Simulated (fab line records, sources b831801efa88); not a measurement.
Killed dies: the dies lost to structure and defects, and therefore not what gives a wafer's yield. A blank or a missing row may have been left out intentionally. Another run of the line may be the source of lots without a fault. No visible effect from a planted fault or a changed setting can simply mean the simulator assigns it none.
fab line records	flow gf180mcu
record lots=10	wafers=30	last-day=33
route steps=602 shown V3@451 M4@458
lots with no fault: from the same line, run without faults
start-h: the number of hours between the record's first day and the start of the first shown wafer of the lot	wait-h: hours from the lot's prior step to this one	" identical to the entry in the row above	L1.1+2: a row that stands for several wafers	- no value, or no start was given	* or withheld: withheld	< > ~ a bound
route shown NAME@n: NAME is a module with steps in the file, n the number in the route of the first one	usual: the fault-free wafers' mean and standard deviation	same: alike in all rows	chamber/n: place in a boat	sites: the reading at each site	_std_site: how widely they spread, as a standard deviation	_edge_site: the outer-site mean with the inner-site mean subtracted	radius-mm: for every site, how far away it sits from the centre of the wafer	mask NAME#n: copy n	behind: the tool/chamber that last shaped the wafer	hold: why the lot was held/for how many hours/how that ended	device: names the non-switching transistor (n, p or np)	end of line: the tests these same wafers got at the end of their route	a step with no rows: only its recipe	killed: at the first sort, the dies lost to defects and structure; wafer yield is something else	map: a wafer's dies, x killed, . not, _ none there
set.NAME: the setting that was run; set.NAME@STEP: the one run at that earlier step	model.NAME: the simulator's own value behind a step, which no gauge read
route steps across a sampled set of lots; one table per step, one row per wafer
services: a tool's chamber out of use, with start hour (start-h, from the record's first day; less than 0 if before it), hours out, and reason
## steps
# step GF_V3_SPUTTER_22
# recipe material=TiN	target-thk-nm=10	chamber-pressure-pa=5	power-w=4000	time-s=40
# usual throttle-valve-pct=30.6/0.95
lot.wafer	tool	chamber	start-h	wait-h	throttle-valve-pct
L236.2	pvd-sputter-04	-	528.28	0.0	30.0
L236.5	"	-	"	"	30.0
L236.6	"	-	"	"	30.5
L237.2	pvd-sputter-04	-	538.12	0.0	30.4
L237.3	"	-	"	"	30.7
L237.5	"	-	"	"	30.6
L239.2	pvd-sputter-04	-	560.99	0.0	30.6
L239.3	"	-	"	"	30.2
L239.5	"	-	"	"	29.9
L242.1	pvd-sputter-04	-	579.36	0.0	30.6
L242.4	"	-	"	"	30.6
L242.6	"	-	"	"	30.9
L243.2	pvd-sputter-04	-	593.39	0.0	30.7
L243.4	"	-	"	"	30.5
L243.5	"	-	"	"	30.1
L244.1	pvd-sputter-03	-	597.89	0.0	30.2
L244.3	"	-	"	"	28.7
L244.6	"	-	"	"	28.9
L248.2	pvd-sputter-04	-	626.68	0.0	30.1
L248.3	"	-	"	"	30.8
L248.6	"	-	"	"	30.7
L249.1	pvd-sputter-02	-	634.59	0.0	29.0
L249.2	"	-	"	"	30.1
L249.3	"	-	"	"	32.9
L250.1	pvd-sputter-02	-	641.56	0.0	33.1
L250.4	"	-	"	"	30.3
L250.6	"	-	"	"	31.2
L252.1	pvd-sputter-02	-	657.09	0.0	33.1
L252.2	"	-	"	"	31.0
L252.4	"	-	"	"	30.2
# step GF_V3_CVD_23
# recipe material=W	target-thk-nm=350	time-s=104.9	temp-c=400	pressure-torr=40
# usual heater-power-outer-w=574/69	heater-power-w=883/92
lot.wafer	tool	chamber	start-h	wait-h	heater-power-outer-w	heater-power-w
L236.2	cvd-w-01	0	528.32	0.0	551	946
L236.5	"	0	"	"	568	952
L236.6	"	1	"	"	453	748
L237.2	cvd-w-01	1	538.16	0.0	463	743
L237.3	"	0	"	"	570	929
L237.5	"	0	"	"	591	959
L239.2	cvd-w-01	1	561.03	0.0	448	737
L239.3	"	0	"	"	561	940
L239.5	"	1	"	"	466	747
L242.1	cvd-w-02	1	579.40	0.0	675	972
L242.4	"	0	"	"	579	856
L242.6	"	0	"	"	600	848
L243.2	cvd-w-01	1	593.43	0.0	464	727
L243.4	"	1	"	"	475	728
L243.5	"	1	"	"	471	740
L244.1	cvd-w-02	0	597.93	0.0	575	870
L244.3	"	1	"	"	637	974
L244.6	"	1	"	"	647	993
L248.2	cvd-w-02	1	626.71	0.0	638	984
L248.3	"	1	"	"	655	982
L248.6	"	1	"	"	658	985
L249.1	cvd-w-02	1	634.63	0.0	661	965
L249.2	"	0	"	"	602	884
L249.3	"	0	"	"	582	859
L250.1	cvd-w-02	1	641.60	0.0	649	1004
L250.4	"	0	"	"	590	858
L250.6	"	0	"	"	581	860
L252.1	cvd-w-02	1	657.13	0.0	643	1022
L252.2	"	0	"	"	585	850
L252.4	"	0	"	"	596	862
# step GF_M4_SPUTTER_02
# recipe material=AlCu	target-thk-nm=450	power-w=10600	time-s=23.9	chamber-pressure-pa=0.4
# usual throttle-valve-pct=30.3/0.56
lot.wafer	tool	chamber	start-h	wait-h	throttle-valve-pct
L236.2	pvd-sputter-04	-	529.04	0.0	30.9
L236.5	"	-	"	"	30.5
L236.6	"	-	"	"	30.9
L237.2	pvd-sputter-01	-	538.89	0.0	30.2
L237.3	"	-	"	"	30.0
L237.5	"	-	"	"	30.1
L239.2	pvd-sputter-01	-	561.75	0.0	30.7
L239.3	"	-	"	"	30.3
L239.5	"	-	"	"	30.2
L242.1	pvd-sputter-01	-	580.12	0.0	30.5
L242.4	"	-	"	"	30.7
L242.6	"	-	"	"	30.3
L243.2	pvd-sputter-03	-	594.15	0.0	30.0
L243.4	"	-	"	"	29.5
L243.5	"	-	"	"	30.2
L244.1	pvd-sputter-04	-	598.65	0.0	30.7
L244.3	"	-	"	"	30.8
L244.6	"	-	"	"	30.9
L248.2	pvd-sputter-03	-	627.44	0.0	29.5
L248.3	"	-	"	"	30.8
L248.6	"	-	"	"	29.6
L249.1	pvd-sputter-01	-	635.35	0.0	30.2
L249.2	"	-	"	"	30.7
L249.3	"	-	"	"	30.2
L250.1	pvd-sputter-01	-	642.32	0.0	30.7
L250.4	"	-	"	"	30.4
L250.6	"	-	"	"	30.7
L252.1	pvd-sputter-01	-	657.85	0.0	30.6
L252.2	"	-	"	"	30.3
L252.4	"	-	"	"	30.5
# step GF_M4_SPUTTER_03
# recipe material=Ti	target-thk-nm=10	substrate-temp-c=300	chamber-pressure-pa=0.3	power-w=3000	time-s=6.7
# usual substrate-temp-c=299.98/0.22	throttle-valve-pct=30.3/0.57
lot.wafer	tool	chamber	start-h	wait-h	substrate-temp-c	throttle-valve-pct
L236.2	pvd-sputter-04	-	529.07	0.0	299.79	30.7
L236.5	"	-	"	"	299.98	30.7
L236.6	"	-	"	"	300.16	31.0
L237.2	pvd-sputter-01	-	538.92	0.0	299.82	30.2
L237.3	"	-	"	"	300.17	30.3
L237.5	"	-	"	"	299.88	30.1
L239.2	pvd-sputter-01	-	561.78	0.0	300.59	30.8
L239.3	"	-	"	"	299.68	30.1
L239.5	"	-	"	"	299.63	30.2
L242.1	pvd-sputter-01	-	580.15	0.0	299.55	30.6
L242.4	"	-	"	"	299.98	30.7
L242.6	"	-	"	"	299.73	30.4
L243.2	pvd-sputter-03	-	594.18	0.0	299.68	30.2
L243.4	"	-	"	"	300.15	29.3
L243.5	"	-	"	"	300.16	30.1
L244.1	pvd-sputter-04	-	598.68	0.0	299.71	30.8
L244.3	"	-	"	"	300.18	30.8
L244.6	"	-	"	"	300.10	30.7
L248.2	pvd-sputter-03	-	627.47	0.0	300.17	29.3
L248.3	"	-	"	"	299.78	30.8
L248.6	"	-	"	"	299.99	29.4
L249.1	pvd-sputter-01	-	635.38	0.0	299.90	30.3
L249.2	"	-	"	"	300.17	30.7
L249.3	"	-	"	"	300.15	30.0
L250.1	pvd-sputter-01	-	642.35	0.0	299.70	30.6
L250.4	"	-	"	"	299.88	30.0
L250.6	"	-	"	"	299.69	30.4
L252.1	pvd-sputter-01	-	657.88	0.0	299.78	30.6
L252.2	"	-	"	"	300.05	30.3
L252.4	"	-	"	"	300.22	30.5
# step GF_M4_RS_MEAS_05
# recipe thk-meas-gauge=four-point-probe	reads=TiN_of_M4_SPUTTER_04+Ti_of_M4_SPUTTER_03+AlCu_of_M4_SPUTTER_02+TiN_of_M4_SPUTTER_01+Ti_of_M4_SPUTTER_00
# usual M4_ALCU_RS=0.0700/0.0007
lot.wafer	tool	chamber	start-h	wait-h	M4_ALCU_RS[ohm/sq]
L236.2	film-metro-04	-	529.15	0.0	0.0696
L236.5	"	-	"	"	0.0697
L236.6	"	-	"	"	0.0693
L237.2	film-metro-04	-	539.00	0.0	0.0702
L237.3	"	-	"	"	0.0712
L237.5	"	-	"	"	0.0702
L239.2	film-metro-03	-	561.87	0.0	0.0699
L239.3	"	-	"	"	0.0704
L239.5	"	-	"	"	0.0708
L242.1	film-metro-04	-	580.21	0.0	0.0696
L242.4	"	-	"	"	0.0704
L242.6	"	-	"	"	0.0707
L243.2	film-metro-01	-	594.26	0.0	0.0695
L243.4	"	-	"	"	0.0713
L243.5	"	-	"	"	0.0696
L244.1	film-metro-04	-	598.74	0.0	0.0697
L244.3	"	-	"	"	0.0694
L244.6	"	-	"	"	0.0695
L248.2	film-metro-04	-	627.55	0.0	0.0704
L248.3	"	-	"	"	0.0699
L248.6	"	-	"	"	0.0706
L249.1	film-metro-01	-	635.44	0.0	0.0702
L249.2	"	-	"	"	0.0704
L249.3	"	-	"	"	0.0709
L250.1	film-metro-01	-	642.41	0.0	0.0691
L250.4	"	-	"	"	0.0701
L250.6	"	-	"	"	0.0751
L252.1	film-metro-01	-	658.01	0.1	0.0705
L252.2	"	-	"	"	0.0778
L252.4	"	-	"	"	0.0710
# step GF_M4_THK_MEAS_06
# recipe thk-meas-gauge=xrf	reads=AlCu_of_M4_SPUTTER_02
# usual M4_ALCU_THK=440/4.5
lot.wafer	tool	chamber	start-h	wait-h	M4_ALCU_THK[nm]
L236.2	film-metro-04	-	529.26	0.1	445
L236.5	"	-	"	"	442
L236.6	"	-	"	"	447
L237.2	film-metro-04	-	539.11	0.1	441
L237.3	"	-	"	"	434
L237.5	"	-	"	"	439
L239.2	film-metro-03	-	561.98	0.1	441
L239.3	"	-	"	"	435
L239.5	"	-	"	"	434
L242.1	film-metro-04	-	580.33	0.1	443
L242.4	"	-	"	"	436
L242.6	"	-	"	"	436
L243.2	film-metro-01	-	594.37	0.1	440
L243.4	"	-	"	"	435
L243.5	"	-	"	"	441
L244.1	film-metro-04	-	598.86	0.1	443
L244.3	"	-	"	"	444
L244.6	"	-	"	"	443
L248.2	film-metro-04	-	627.66	0.1	432
L248.3	"	-	"	"	437
L248.6	"	-	"	"	432
L249.1	film-metro-01	-	635.56	0.1	438
L249.2	"	-	"	"	440
L249.3	"	-	"	"	434
L250.1	film-metro-01	-	642.53	0.1	447
L250.4	"	-	"	"	439
L250.6	"	-	"	"	410
L252.1	film-metro-01	-	658.13	0.1	439
L252.2	"	-	"	"	400
L252.4	"	-	"	"	435
# step GF_M4_METAL_ETCH_16
# recipe chemistry=Cl2/BCl3	mask-material=KrF	target-depth-nm=627.5	stop-on=SiO2	pressure-mtorr=8	icp-w=800	bias-w=140	Cl2_flow_sccm=80	bcl3-flow-sccm=40	time-s=104.6
# usual drypump-motor-current-A=5.7/0.42	oes-product-au=0.970/0.0065	throttle-valve-pct=28.252/0.011
lot.wafer	tool	chamber	start-h	wait-h	drypump-motor-current-A	oes-product-au	rf-hours-counter-h	throttle-valve-pct
L236.2	rie-metal-04	1	551.75	0.0	5.6	0.972	7	28.243
L236.5	"	1	"	"	5.6	0.981	-	28.257
L236.6	"	0	"	"	5.1	0.981	-	28.248
L237.2	rie-metal-02	0	561.34	0.1	5.3	0.957	-	28.233
L237.3	"	0	"	"	5.3	0.962	-	28.256
L237.5	"	0	"	"	5.3	0.971	-	28.257
L239.2	rie-metal-02	0	584.32	0.0	5.3	0.955	8	28.255
L239.3	"	0	"	"	5.3	0.963	-	28.277
L239.5	"	0	"	"	5.3	0.961	-	28.255
L242.1	rie-metal-01	0	601.80	0.0	5.4	0.971	11	28.235
L242.4	"	1	"	"	6.1	0.975	-	28.248
L242.6	"	0	"	"	5.4	0.967	-	28.263
L243.2	rie-metal-01	0	615.07	0.0	5.4	0.970	11	28.247
L243.4	"	1	"	"	6.1	0.972	-	28.261
L243.5	"	1	"	"	6.0	0.974	-	28.267
L244.1	rie-metal-02	0	619.39	0.0	5.3	0.973	9	28.270
L244.3	"	1	"	"	6.4	0.974	-	28.245
L244.6	"	1	"	"	6.4	0.979	-	28.265
L248.2	rie-metal-02	1	648.02	0.0	6.4	0.961	4	28.266
L248.3	"	0	"	"	5.3	0.974	-	28.244
L248.6	"	0	"	"	5.3	0.973	-	28.242
L249.1	rie-metal-01	1	655.67	0.0	6.1	0.966	5	28.246
L249.2	"	0	"	"	5.5	0.954	13	28.258
L249.3	"	0	"	"	5.4	0.965	-	28.258
L250.1	rie-metal-02	1	662.24	0.0	6.4	0.974	4	28.253
L250.4	"	1	"	"	6.4	0.973	-	28.253
L250.6	"	1	"	"	6.4	0.943	-	28.301
L252.1	rie-metal-04	1	677.44	0.0	5.6	0.966	11	28.240
L252.2	"	0	"	"	5.1	0.921	4	28.308
L252.4	"	0	"	"	5.1	0.960	-	28.264
## services
tool	chamber	start-h	hours	kind
pvd-sputter-02	-	508.40	1.1	repair
rie-metal-02	0	513.86	2.1	repair
rie-metal-01	0	538.28	6.4	repair
pvd-sputter-03	0	541.11	-	consumable-replace:kit
pvd-sputter-03	0	541.11	18.0	scheduled-down
pvd-sputter-03	0	541.11	18.0	vent-cycle
pvd-sputter-01	1	551.24	-	consumable-replace:kit
pvd-sputter-01	1	551.24	18.0	scheduled-down
pvd-sputter-01	1	551.24	18.0	vent-cycle
rie-metal-02	0	556.26	4.7	repair
rie-metal-02	1	558.21	8.4	repair
cvd-w-01	-	563.08	1.2	repair
rie-metal-01	-	572.37	14.6	pm
cvd-w-01	-	585.80	6.9	pm
pvd-sputter-02	-	586.35	5.3	repair
cvd-w-02	-	609.25	0.5	repair
pvd-sputter-01	-	609.38	2.2	repair
cvd-w-01	0	618.71	6.0	repair
pvd-sputter-03	3	637.01	-	consumable-replace:kit
pvd-sputter-03	3	637.01	18.0	scheduled-down
pvd-sputter-03	3	637.01	18.0	vent-cycle
pvd-sputter-02	-	672.76	5.2	repair
## key
first-sign step=GF_M4_RS_MEAS_05	reading=M4_ALCU_RS	direction=up	sigmas=9.2	usual=0.0700	struck=0.0764
effect step=GF_M4_THK_MEAS_06	reading=M4_ALCU_THK	direction=down	sigmas=7.7	usual=440	struck=405
effect step=GF_M4_METAL_ETCH_16	reading=oes-product-au	direction=down	sigmas=5.9	usual=0.970	struck=0.932
met-at GF_M4_SPUTTER_02
struck-lots L250,L252
struck-wafers L250.6,L252.2
not-acting-at GF_V3_SPUTTER_22,GF_V3_CVD_23,GF_M4_SPUTTER_03
onset-between 635.35 642.32
fault kind=process-parameter-drift	tool=pvd-sputter-01	chamber=-	onset-h=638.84	steps=GF_M4_SPUTTER_02	channel=time-s	offset=*	shape=step	end-h=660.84	scope=struck-wafers-only	acts-in=*	stated=*
